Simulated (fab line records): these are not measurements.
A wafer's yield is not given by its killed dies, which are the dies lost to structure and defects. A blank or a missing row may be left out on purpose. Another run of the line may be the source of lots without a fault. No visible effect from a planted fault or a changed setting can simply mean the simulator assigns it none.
Struck lot and sound lot, side by side / flow sky130 / 17 out of 708 route steps
Sound: wafers L739.1, L739.3, L739.5. Wafers struck: L749.2, L749.5, L749.6. The cause comes at the end.
Each step with rows lists, per side, the tool, then ch with its chambers, then its first start. Under that, the readings that differ: sound wafers / struck wafers / difference of the means / sigmas: that difference in standard deviations of wafers without a fault.
alike: words and numbers the same on both sides, and readings whose means are apart by under 2 such deviations; not compared: readings that were withheld, readings missing a value for some wafer, numbers with overlapping values and no deviation given by the record, and bounds like >300 which may hide the same value.
A row with sigmas, a row that says differs or no value, or rows on one side alone: a step with any of these is where the two part. Numbers that have no deviation but don't overlap get no sigmas and don't part them. Lack of a reading on every wafer of one side parts them only where that side has two or more wafers.

first, 1 step without rows for these wafers: SKY_VT_ADJUST_NCORE_IMPLANT_09.
SKY_VT_ADJUST_NCORE_STRIP_10: strips in O2/N2.
  sound on plasma_asher-01 ch 0,1, day 8 17:59; struck on plasma_asher-03 ch 0,1, day 11 18:49
  alike: drypump_motor_current_A, n2_flow_sccm, oes_product_au, strip_time_to_endpoint_s
  not compared: rf_hours_counter_h
SKY_VT_ADJUST_NCORE_TW_MEAS_11:
  struck on film_metro-02, day 11 18:55; sound on film_metro-03, day 8 18:05
reading=VT_ADJUST_NCORE_TW; sound=217.0 216.4 217.1; struck=220.6 220.5 221.1; difference=+3.9; sigmas=+2
then, 7 steps without rows for these wafers: SKY_VT_ADJUST_HVTR_DEHYDRATE_00 (time 60 s); SKY_VT_ADJUST_HVTR_HMDS_01 (prime time 60 s); SKY_VT_ADJUST_HVTR_COAT_02 (resist thk 1140 nm); SKY_VT_ADJUST_HVTR_SOFTBAKE_03 (time 60 s); SKY_VT_ADJUST_HVTR_EXPOSE_04 (exposes mask HVTRM, target cd 380 nm); SKY_VT_ADJUST_HVTR_PEB_05; SKY_VT_ADJUST_HVTR_DEVELOP_06 (develop time 60 s).
SKY_VT_ADJUST_HVTR_CD_MEAS_07 targets a cd of 380 nm.
  struck on cd_sem-02, day 12 19:13; sound on cd_sem-01, day 9 15:12
  alike: cd_nm
SKY_VT_ADJUST_HVTR_OVL_MEAS_08:
  struck on overlay-02, day 12 19:20; sound on overlay-01, day 9 15:19
  alike: VT_ADJUST_HVTR_OVL
SKY_VT_ADJUST_HVTR_IMPLANT_09:
  sound on implanter-02 ch 0, day 9 15:21; struck on implanter-02 ch 0, day 12 19:23
reading=dose_ions_cm2; sound=2.0994e+12 2.1018e+12 2.0992e+12; struck=8.879e+11 8.876e+11 8.848e+11; difference=-1.213e+12; sigmas=-99 or more
reading=faraday_current_uA; sound=12.08 11.51 11.82; struck=4.95 4.84 5.03; difference=-6.86; sigmas=-27
SKY_VT_ADJUST_HVTR_STRIP_10: strips in O2/N2.
  sound on plasma_asher-01 ch 0, day 9 15:30; struck on plasma_asher-01 ch 0,1, day 12 19:31
reading=strip_time_to_endpoint_s (s); sound=14.09 14.10 14.11; struck=14.24 14.18 14.20; difference=+0.11; sigmas=+3
  alike: drypump_motor_current_A, n2_flow_sccm, oes_product_au
  not compared: rf_hours_counter_h
SKY_VT_ADJUST_HVTR_TW_MEAS_11:
  struck on film_metro-03, day 12 19:37; sound on film_metro-04, day 9 15:36
reading=VT_ADJUST_HVTR_TW; sound=214.7 213.6 213.6; struck=164.5 163.7 163.4; difference=-50.1; sigmas=-21
then, 1 step without rows for these wafers: SKY_VT_ADJUST_PCH_DEHYDRATE_00 (time 60 s).
-- here the record skips 36 days between the struck wafers' starts before and after, leaving off in module VT_ADJUST_PCH and picking up in module PAD_OPEN (first step shown: number 708 of the route) --
SKY_PAD_OPEN_PROBE_99:
  struck on prober-02, day 48 09:49; sound on prober-02, day 45 18:28
reading=model.etest.pfet_01v8_mvt.drive_ua_um; sound=152.4 153.9 150.6; struck=130.9 127.2 129.7; difference=-23.0; sigmas=
reading=model.etest.pfet_01v8_mvt.off_log10_a_um; sound=-10.81 -10.65 -10.91; struck=-12.57 -12.67 -12.58; difference=-1.82; sigmas=
reading=model.etest.pfet_01v8_mvt.vt_sat_v (V); sound=-0.5754 -0.5656 -0.5749; struck=-0.7364 -0.7397 -0.732; difference=-0.1641; sigmas=
reading=model.etest.pfet_01v8_mvt.vt_v (V); sound=-0.6639 -0.6558 -0.6624; struck=-0.794 -0.7975 -0.7931; difference=-0.134; sigmas=
reading=model.etest.pfet_01v8_mvt.vt_long_v (V); sound=-0.8676 -0.8649 -0.8747; struck=-0.9914 -0.9949 -0.9949; difference=-0.1247; sigmas=
  alike: killed_at_M0_to_M3, killed_at_M4_up, killed_at_contacts, killed_at_front_end, killed_at_other, killed_dies, killed_open, killed_short

## WHERE THEY PART
At SKY_VT_ADJUST_NCORE_TW_MEAS_11 first; at SKY_VT_ADJUST_HVTR_TW_MEAS_11 last (within this record only). Later steps at which nothing parts them and some readings are alike: SKY_PAD_OPEN_PROBE_99.

WHY: whatever the simulator had introduced
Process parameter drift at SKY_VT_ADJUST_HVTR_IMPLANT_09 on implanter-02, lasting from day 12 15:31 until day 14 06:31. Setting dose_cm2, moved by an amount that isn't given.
